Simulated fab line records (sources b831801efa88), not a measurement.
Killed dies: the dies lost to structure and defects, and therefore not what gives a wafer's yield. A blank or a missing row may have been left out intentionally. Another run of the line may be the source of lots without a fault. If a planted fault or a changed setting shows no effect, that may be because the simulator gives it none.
fab line records	flow sky130
record: lots: 5	wafers: 15	last-day: 50
route steps=708 shown VIA1@472 METAL2@483 PAD_OPEN@708
lots untouched by any fault: they come from a run of this same line in which no faults occurred
start-h: the number of hours between the record's first day and the start of the first shown wafer of the lot	wait-h: time in hours since the lot's previous step	" the same as in the row above	L1.1+2: several wafers, shown together as one row	- no value present, or no start provided	* or withheld: withheld	< > ~ a bound
route shown NAME@n: NAME is a module with steps in the file, n the number in the route of the first one	usual: mean/standard deviation taken from wafers without a fault	same: alike in all rows	chamber/n: place in a boat	sites: readings site by site	_std_site: how widely they spread, as a standard deviation	_edge_site: the outer-site mean with the inner-site mean subtracted	radius-mm: for every site, how far away it sits from the centre of the wafer	mask NAME#n: copy n	behind: the most recent tool/chamber to have shaped the wafer	hold: why the lot went on hold/how many hours it stayed there/how the hold came to an end	device: transistor that didn't switch, given as n, p or np	end of line: tests run on the same wafers once the route is complete	a step with no rows: only its recipe	killed: dies that structure and defects cost at the first sort, which is not the same as the wafer's yield	map: shows each die of a wafer: x if killed, . if not, _ if none is there
set.NAME: setting as actually run; set.NAME@STEP: the setting as run at that earlier step	model.NAME: the simulator's own value behind a step, which no gauge read
lots at some steps of the route; a table a step, a row a wafer
services: when a tool's chamber went out of use (start-h, in hours from the record's first day, below 0 if earlier), for how many hours, and the reason
== steps ==
step: SKY_VIA1_ETCH_14
recipe: chemistry: N2/H2	target: BARC	ion-energy-ev: 200	source-w: 500	bias-w: 100	pressure-mtorr: 30	n2-flow-sccm: 100	h2-flow-sccm: 200	stop-on: SiO2	time-s: 45.9	target-depth-a: 600
usual: drypump-motor-current-A: 5.7/0.52	oes-product-au: 0.855/0.0046	throttle-valve-pct: 13.224/0.01
lot.wafer	tool	chamber	start-h	wait-h	drypump-motor-current-A	oes-product-au	rf-hours-counter-h	throttle-valve-pct
L547.2	rie-diel-03	3	785.27	0.0	6.0	0.848	9	13.221
L547.3	"	2	"	"	4.8	0.852	12	13.241
L547.5	"	3	"	"	6.0	0.845	-	13.215
L549.3	rie-diel-02	1	806.07	0.0	5.9	0.851	10	13.232
L549.5	"	1	"	"	6.0	0.847	-	13.218
L549.6	"	2	"	"	5.2	0.854	-	13.215
L561.2	rie-diel-02	0	900.42	0.0	6.3	0.857	14	13.218
L561.5	"	0	"	"	6.3	0.858	-	13.216
L561.6	"	1	"	"	5.9	0.859	-	13.217
L569.1	rie-diel-02	1	951.57	0.0	5.9	0.854	14	13.225
L569.2	"	2	"	"	5.2	0.856	11	13.215
L569.6	"	1	"	"	5.9	0.858	-	13.216
L570.1	rie-diel-02	1	959.42	0.0	5.9	0.855	14	13.231
L570.4	"	1	"	"	5.9	0.858	-	13.216
L570.5	"	2	"	"	5.2	0.853	-	13.233
step: SKY_VIA1_ETCH_15
recipe: target: SiO2	chemistry: C4F8/O2/Ar	target-depth-nm: 351	stop-on: TiN	mask-material: KrF-thick	source-w: 1500	bias-w: 1200	pressure-mtorr: 40	c4f8-flow-sccm: withheld	O2_flow_sccm: 6	Ar_flow_sccm: 300	time-s: 54
step: SKY_VIA1_STRIP_16
recipe: chemistry: O2/N2	power-w: 1400	pressure-mtorr: 1500	platen-temp-c: withheld	o2-flow-sccm: 3000	n2-flow-sccm: 300	overash-fraction: 0.5
usual: drypump-motor-current-A: 5.7/0.39	oes-product-au: 0.416/0.0047	strip-time-to-endpoint-s: 4.467/0.023
same: overash-fraction: 0.5
lot.wafer	tool	chamber	start-h	wait-h	drypump-motor-current-A	oes-product-au	rf-hours-counter-h	strip-time-to-endpoint-s
L547.2	plasma-asher-04	0	785.36	0.0	4.8	0.420	4	4.508
L547.3	"	1	"	"	5.9	0.414	-	4.466
L547.5	"	0	"	"	4.8	0.419	-	4.473
L549.3	plasma-asher-04	0	806.19	0.1	4.8	0.420	-	4.449
L549.5	"	1	"	"	5.9	0.423	-	4.470
L549.6	"	0	"	"	4.8	0.413	-	4.490
L561.2	plasma-asher-04	1	900.51	0.0	5.9	0.415	16	4.496
L561.5	"	0	"	"	4.8	0.420	-	4.487
L561.6	"	1	"	"	5.9	0.415	-	4.447
L569.1	plasma-asher-01	1	951.66	0.0	5.9	0.417	85	4.449
L569.2	"	0	"	"	5.9	0.420	85	4.509
L569.6	"	0	"	"	5.9	0.409	-	4.460
L570.1	plasma-asher-04	1	959.51	0.0	5.9	0.415	22	4.431
L570.4	"	0	"	"	4.8	0.414	-	4.447
L570.5	"	1	"	"	5.9	0.415	-	4.471
step: SKY_VIA1_STRIP_17
recipe: chemistry: post-etch-residue-remover	time-s: 1200	temp-c: 72.5
step: SKY_VIA1_CLEAN_18
recipe: chemistry: IPA	time-s: 180	temp-c: 25
step: SKY_VIA1_CLEAN_19
recipe: chemistry: O3/DIW	dry: n2-spin
step: SKY_VIA1_SPUTTER_20
recipe: material: TiN	target-thk-nm: 20	chamber-pressure-pa: 5	power-w: 4000	time-s: 80
step: SKY_VIA1_CVD_21
recipe: material: W	target-thk-nm: 270	time-s: 80.902	temp-c: 400	pressure-torr: 40
usual: heater-power-w: 831/59
lot.wafer	tool	chamber	start-h	wait-h	heater-power-w
L547.2	cvd-w-01	0	786.16	0.0	733
L547.3	"	0	"	"	746
L547.5	"	0	"	"	755
L549.3	cvd-w-01	0	806.84	0.1	747
L549.5	"	0	"	"	760
L549.6	"	1	"	"	913
L561.2	cvd-w-02	1	901.18	0.0	846
L561.5	"	1	"	"	848
L561.6	"	0	"	"	847
L569.1	cvd-w-01	1	952.31	0.0	863
L569.2	"	0	"	"	703
L569.6	"	1	"	"	852
L570.1	cvd-w-02	1	960.16	0.0	837
L570.4	"	0	"	"	840
L570.5	"	1	"	"	853
step: SKY_VIA1_RS_MEAS_22
recipe: thk-meas-gauge: four-point-probe	reads: W_of_VIA1_CVD_21+TiN_of_VIA1_SPUTTER_20
usual: VIA1_W_RS: 0.428/0.005
lot.wafer	tool	chamber	start-h	wait-h	VIA1_W_RS[ohm/sq]
L547.2	film-metro-04	-	786.27	0.1	0.431
L547.3	"	-	"	"	0.432
L547.5	"	-	"	"	0.430
L549.3	film-metro-04	-	806.94	0.1	0.431
L549.5	"	-	"	"	0.427
L549.6	"	-	"	"	0.428
L561.2	film-metro-04	-	901.29	0.1	0.426
L561.5	"	-	"	"	0.428
L561.6	"	-	"	"	0.427
L569.1	film-metro-03	-	952.40	0.1	0.413
L569.2	"	-	"	"	0.416
L569.6	"	-	"	"	0.414
L570.1	film-metro-03	-	960.26	0.1	0.434
L570.4	"	-	"	"	0.432
L570.5	"	-	"	"	0.433
step: SKY_VIA1_THK_MEAS_23
recipe: thk-meas-gauge: xrf	reads: W_of_VIA1_CVD_21
usual: VIA1_W_THK: 265/4.5
lot.wafer	tool	chamber	start-h	wait-h	VIA1_W_THK[nm]
L547.2	film-metro-04	-	786.38	0.1	261
L547.3	"	-	"	"	262
L547.5	"	-	"	"	262
L549.3	film-metro-04	-	807.04	0.1	262
L549.5	"	-	"	"	263
L549.6	"	-	"	"	262
L561.2	film-metro-04	-	901.40	0.1	265
L561.5	"	-	"	"	262
L561.6	"	-	"	"	264
L569.1	film-metro-03	-	952.52	0.1	278
L569.2	"	-	"	"	275
L569.6	"	-	"	"	276
L570.1	film-metro-03	-	960.38	0.1	264
L570.4	"	-	"	"	267
L570.5	"	-	"	"	265
step: SKY_VIA1_CMP_24
recipe: stop-on: SiO2	t-overpolish-s: 15	down-force-psi: 3.5	platen-rpm: 60	target-thk-nm: 0	pad-velocity-m-s: 0.94248
usual: edge-zone-pressure-frac: 1.000/0.0049	head-pressure-psi: 3.500/0.0075	motor-current-A: 11.7/1.3	overpolish-run-s: 15.000/0.0092	time-to-endpoint-s: 64.4/2.8
lot.wafer	tool	chamber	start-h	wait-h	edge-zone-pressure-frac	head-pressure-psi	motor-current-A	overpolish-run-s	time-to-endpoint-s
L547.2	cmp-01	2	786.53	0.1	1.002	3.494	13.9	15.001	66.3
L547.3	"	3	"	"	0.999	3.502	10.8	15.004	64.5
L547.5	"	1	"	"	1.004	3.508	10.4	15.000	61.8
L549.3	cmp-01	0	807.08	0.0	1.002	3.518	12.2	14.978	69.2
L549.5	"	0	"	"	1.000	3.505	13.0	14.983	67.3
L549.6	"	1	"	"	0.992	3.500	10.2	14.998	59.5
L561.2	cmp-01	2	901.45	0.0	0.994	3.509	13.2	15.004	63.9
L561.6	"	2	"	"	0.994	3.510	13.7	15.012	64.0
L561.5	"	3	"	"	1.004	3.493	11.0	14.996	63.9
L569.1	cmp-02	3	952.80	0.3	1.000	3.507	11.1	14.990	62.8
L569.2	"	0	"	"	1.002	3.499	9.9	15.006	62.1
L569.6	"	2	"	"	1.007	3.491	13.1	14.987	64.9
L570.4	cmp-02	0	960.49	0.1	1.002	3.485	9.8	15.001	61.0
L570.1	"	2	"	"	0.996	3.494	13.3	15.002	61.6
L570.5	"	3	"	"	0.992	3.497	11.0	15.013	63.7
step: SKY_METAL2_SPUTTER_00
recipe: material: Ti	target-thk-nm: 15	power-w: 3000	time-s: 10	chamber-pressure-pa: 0.4
usual: throttle-valve-pct: 30.0/1
lot.wafer	tool	chamber	start-h	wait-h	throttle-valve-pct
L547.2	pvd-sputter-03	-	786.73	0.1	29.9
L547.3	"	-	"	"	29.2
L547.5	"	-	"	"	28.2
L549.3	pvd-sputter-02	-	807.38	0.2	29.4
L549.5	"	-	"	"	29.7
L549.6	"	-	"	"	29.4
L561.2	pvd-sputter-02	-	901.75	0.2	32.2
L561.5	"	-	"	"	29.5
L561.6	"	-	"	"	29.8
L569.1	pvd-sputter-01	-	953.05	0.2	31.8
L569.2	"	-	"	"	30.2
L569.6	"	-	"	"	29.8
L570.1	pvd-sputter-02	-	960.74	0.1	29.1
L570.4	"	-	"	"	31.9
L570.5	"	-	"	"	31.9
step: SKY_METAL2_SPUTTER_01
recipe: material: TiN	target-thk-nm: 20	power-w: 6500	time-s: 16.7	chamber-pressure-pa: 0.4
usual: throttle-valve-pct: 30.0/0.98
lot.wafer	tool	chamber	start-h	wait-h	throttle-valve-pct	model.TiN_of_METAL2_SPUTTER_01.thk-nm
L547.2	pvd-sputter-03	-	786.75	0.0	29.7	20.21
L547.3	"	-	"	"	29.0	19.87
L547.5	"	-	"	"	28.5	19.97
L549.3	pvd-sputter-02	-	807.40	0.0	29.3	20.14
L549.5	"	-	"	"	29.5	20
L549.6	"	-	"	"	29.3	19.98
L561.2	pvd-sputter-02	-	901.77	0.0	31.7	20.49
L561.5	"	-	"	"	29.5	20.44
L561.6	"	-	"	"	29.8	22.52
L569.1	pvd-sputter-01	-	953.08	0.0	31.6	20.42
L569.2	"	-	"	"	29.9	20.37
L569.6	"	-	"	"	29.7	19.95
L570.1	pvd-sputter-02	-	960.76	0.0	29.6	19.98
L570.4	"	-	"	"	32.1	20.33
L570.5	"	-	"	"	32.3	20.37
step: SKY_METAL2_SPUTTER_02
recipe: material: AlCu	target-thk-nm: 250	power-w: 10600	time-s: 13.3	chamber-pressure-pa: 0.4
step: SKY_PAD_OPEN_PROBE_99
usual: defect-limited-yield: 82.6/1.8	killed_at_M0_to_M3: 43/6.4	killed_at_M4_up: 2.8/1.7	killed-at-contacts: 24/5.5	killed-at-front-end: 15/4	killed-at-other: 0.3/0.54	killed-dies: 86/9.1	killed-open: 47/6.6	killed-short: 39/6.2	sort_bin_3_pad_short: 0.9/0.45	sort_bin_5_function: 10.4/1.4	sort_bin_6_memory: 6.2/1.1	sort-n-pass: 406/9.1	sort-yield-pct: 82.6/1.8
same: gross-dies: 492	killed-at-back-side: 0	sort_bin_4_leakage[%]: 0	sort_bin_8_speed[%]: 0
lot.wafer	tool	chamber	start-h	wait-h	defect-limited-yield[%]	killed_at_M0_to_M3	killed_at_M4_up	killed-at-contacts	killed-at-front-end	killed-at-other	killed-dies	killed-open	killed-short	sort_bin_3_pad_short[%]	sort_bin_5_function[%]	sort_bin_6_memory[%]	sort-n-pass	sort-yield-pct[%]
L547.2	prober-01	-	1070.68	0.1	82.7	37	1	26	21	0	85	43	42	1.8	9.3	6.1	407	82.7
L547.3	prober-01	-	1070.73	0.2	82.3	43	4	25	15	0	87	44	43	1.0	10.6	6.1	405	82.3
L547.5	prober-01	-	1070.83	0.2	84.6	37	2	24	13	0	76	44	32	0.2	8.7	6.5	416	84.6
killed by level:class
L547.2 CONTACT:geometric-particle:open=10 VIA1:geometric-particle:open=9 METAL2:geometric-particle:short=7 FIELD_ISO:geometric-particle:short=6 LOCAL_INTERCONNECT:geometric-particle:short=6 VIA3:geometric-particle:open=6 SPACER:geometric-particle:open=4 LI_CONTACT:geometric-particle:open=4
L547.3 VIA2:geometric-particle:open=10 CONTACT:geometric-particle:open=10 METAL2:geometric-particle:short=8 LI_CONTACT:geometric-particle:open=6 VIA3:geometric-particle:open=5 FIELD_ISO:geometric-particle:short=4 LOCAL_INTERCONNECT:geometric-particle:short=4 CONTACT:geometric-particle:short=4
L547.5 LI_CONTACT:geometric-particle:open=10 VIA2:geometric-particle:open=9 VIA1:geometric-particle:short=7 VIA1:geometric-particle:open=7 CONTACT:geometric-particle:open=6 CONTACT:geometric-particle:short=5 VIA3:geometric-particle:open=4 METAL2:geometric-particle:short=4
== services ==
tool	chamber	start-h	hours	kind
rie-diel-02	0	768.13	8.8	repair
pvd-sputter-02	-	770.12	0.5	repair
pvd-sputter-03	-	781.00	3.0	repair
cmp-01	-	801.21	0.7	repair
cmp-02	-	801.94	3.8	pm
cmp-02	-	808.34	0.3	repair
cvd-w-01	0	808.64	6.7	repair
plasma-asher-04	-	810.80	2.8	pm
cmp-01	-	836.15	2.3	repair
pvd-sputter-02	0	837.40	-	consumable-replace:kit
cmp-02	-	856.34	0.8	repair
cvd-w-02	1	864.17	7.4	repair
pvd-sputter-01	-	877.67	0.8	repair
cmp-02	-	879.96	1.3	repair
cmp-01	-	881.02	5.1	repair
cmp-02	-	890.57	10.9	pm
cvd-w-01	-	904.00	14.0	pm
cmp-01	-	912.30	4.0	pm
cmp-01	-	918.90	8.5	repair
pvd-sputter-01	-	919.69	3.4	repair
cmp-02	-	927.13	1.0	repair
cmp-01	-	932.15	14.6	pm
rie-diel-02	1	943.55	3.6	repair
pvd-sputter-01	-	956.24	1.9	repair
== key ==
first-sign none at tools or gauges
model-effect: step: SKY_METAL2_SPUTTER_01	value: TiN_of_METAL2_SPUTTER_01.thk-nm	without: 20.54	struck: 22.52
met-at SKY_METAL2_SPUTTER_01
struck-wafers L561.6
onset-between 807.40 901.77
fault: kind: process-parameter-drift	tool: pvd-sputter-02	chamber: -	onset-h: 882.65	steps: SKY_METAL2_SPUTTER_01	channel: time-s	offset: *	shape: step	end-h: 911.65	acts-in: *	stated: *	scope: struck-wafers-only
